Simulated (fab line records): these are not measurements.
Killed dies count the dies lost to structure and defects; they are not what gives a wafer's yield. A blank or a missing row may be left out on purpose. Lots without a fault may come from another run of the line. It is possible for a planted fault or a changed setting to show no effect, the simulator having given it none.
Matching of chambers + flow sky130 + SKY_VIA3_HDPCVD_00 on hdpcvd-01 has 3 sister chambers
The step deposits SiO2, target thk 1635 nm, time 272.5 s. 3 wafers are shown with their chamber, then 10 later ones without.

## WAFERS PAIRED WITH THEIR CHAMBERS
| wafer  | chamber | susceptor temp C (C) |
|--------|---------|----------------------|
| L745.1 | 1       | 400.02               |
| L748.4 | 2       | 399.51               |
| L748.5 | 0       | 400.10               |

## WAFERS MISSING THEIR CHAMBER
| wafer  | susceptor temp C (C) |
|--------|----------------------|
| L748.6 | 400.00               |
| L749.1 | 399.47               |
| L749.2 | 399.90               |
| L749.5 | 399.91               |
| L751.2 | 400.04               |
| L751.3 | 400.16               |
| L751.6 | 400.26               |
| L752.1 | 400.16               |
| L752.2 | 399.97               |
| L752.5 | 399.88               |

## EACH ONE'S CHAMBER
| wafer  | from the rows above     | in truth |
|--------|-------------------------|----------|
| L748.6 | can't be placed: 1 or 0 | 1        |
| L749.1 | 2                       | 2        |
| L749.2 | can't be placed: 1 or 0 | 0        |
| L749.5 | can't be placed: 1 or 0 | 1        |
| L751.2 | can't be placed: 1 or 0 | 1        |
| L751.3 | can't be placed: 0 or 1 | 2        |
| L751.6 | can't be placed: 0 or 1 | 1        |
| L752.1 | can't be placed: 0 or 1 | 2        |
| L752.2 | can't be placed: 1 or 0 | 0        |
| L752.5 | can't be placed: 1 or 0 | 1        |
Correctly placed: 1 of 10. From these rows, 9 cannot be placed; in 7 the true chamber is one of the candidates. Placed wrongly: 0.
How it was worked out, from the rows above alone: a wafer's distance from a chamber is the root of the sum, over the readings, of the square of ((its reading less the chamber's mean) divided by the reading's scatter). The wafer belongs to the nearest chamber; if the next one is less than 2 further off, it can't be placed. A chamber's mean is the mean of its shown wafers. The scatter: root of mean squared gap, hidden wafer to nearest shown wafer, with one shown wafer a chamber.
